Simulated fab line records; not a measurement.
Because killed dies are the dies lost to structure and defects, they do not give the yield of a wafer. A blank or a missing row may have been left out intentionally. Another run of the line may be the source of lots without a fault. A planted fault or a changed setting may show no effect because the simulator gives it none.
Struck lot and sound lot, side by side ; flow sky130 ; 15 out of 708 route steps
Sound: wafers L162.2, L162.3, L162.5. Struck: wafer L181.4; the same lot's L181.5 was not struck, so it is left out; see the end for the cause.
At each step with rows: each side's tool, then ch and its chambers, then its first start. Under that, the readings that differ: sound wafers ; struck wafers ; difference of the means ; sigmas: that difference in standard deviations of wafers without a fault.
alike: words and numbers the same on both sides, and readings whose means are apart by under 2 such deviations; not compared: readings that were withheld, readings missing a value for some wafer, numbers with overlapping values and no deviation given by the record, and bounds like >300 which may hide the same value.
The two part at a step that has a row with sigmas, a row that says differs or no value, or rows on one side only. Non-overlapping numbers with no deviation appear without sigmas and do not part them. A reading missing from all wafers of one side parts the sides only when that side holds two or more wafers.

first, 9 steps without rows for these wafers: SKY_CAP2M_CLEAN_17 (cleans in O3/DIW); SKY_METAL4_DEHYDRATE_05 (time 60 s); SKY_METAL4_HMDS_06 (prime time 60 s); SKY_METAL4_COAT_07 (resist thk 60 nm); SKY_METAL4_COAT_08 (resist thk 1140 nm); SKY_METAL4_SOFTBAKE_09 (time 90 s); SKY_METAL4_EXPOSE_10 (exposes mask MM4, target cd 300 nm); SKY_METAL4_PEB_11; SKY_METAL4_DEVELOP_12 (develop time 60 s).
SKY_METAL4_CD_MEAS_13: the cd target is 300 nm.
  sound: cdSem-01 at day 42 14:46; struck: cdSem-01 at day 47 08:22
  alike: cdNm
SKY_METAL4_OVL_MEAS_14:
  sound: overlay-02 at day 42 14:52; struck: overlay-01 at day 47 08:27
  alike: METAL4_OVL
SKY_METAL4_DESCUM_15: chemistry O2, time 8 s.
  sound on rieMetal-02 ch 0,1, day 42 14:53; struck on rieMetal-02 ch 0, day 47 08:29
reading;sound;struck;difference;sigmas
tempC (C);39.90 39.91 39.85;40.12;+0.23;+2
  alike: drypumpMotorCurrentA, oesProductAu
  not compared: rfHoursCounterH
SKY_METAL4_ETCH_16: etches BARC in N2/H2, stops on SiO2, time 88.2 s, target depth 60 nm.
  sound on rieMetal-02 ch 0,1, day 42 14:56; struck on rieMetal-02 ch 0, day 47 08:32
reading;sound;struck;difference;sigmas
oesProductAu (a.u.);0.622 0.630 0.633;0.641;+0.013;+3
runLengthS (s);117.4 116.8 116.6;113.3;-3.6;-9
  alike: drypumpMotorCurrentA, h2FlowSccm, throttleValvePct
  not compared: biasW, rfHoursCounterH
SKY_METAL4_ETCH_17: etches SiO2 in C4F8/O2/Ar, stops on TiN, time 3.9 s, target depth 15 nm.
  sound on rieDiel-01 ch 0,2,3, day 42 15:01; struck on rieDiel-04 ch 1, day 47 08:36
  alike: biasW, oesProductAu
-- the record jumps here: 3 days lie between the struck wafers' starts before and after (it left off in module METAL4 and takes up again in module PAD_OPEN, whose first step shown is number 708 of the route) --
SKY_PAD_OPEN_PROBE_99:
  sound: prober-02 at day 46 12:04; struck: prober-01 at day 50 13:44
reading;sound;struck;difference;sigmas
killed_at_M0_to_M3;58 49 60;38;-18;-2
killedOpen;56 60 60;45;-14;-2
  alike: defectLimitedYield, killed_at_M4_up, killedAtContacts, killedAtFrontEnd, killedAtOther, killedDies, killedShort, sort_bin_3_pad_short, sort_bin_5_function, sort_bin_6_memory, sortNPass, sortYieldPct

WHERE THEY PART
Last at SKY_PAD_OPEN_PROBE_99 as far as this record goes, first at SKY_METAL4_DESCUM_15.

WHY: what had been put in by the simulator
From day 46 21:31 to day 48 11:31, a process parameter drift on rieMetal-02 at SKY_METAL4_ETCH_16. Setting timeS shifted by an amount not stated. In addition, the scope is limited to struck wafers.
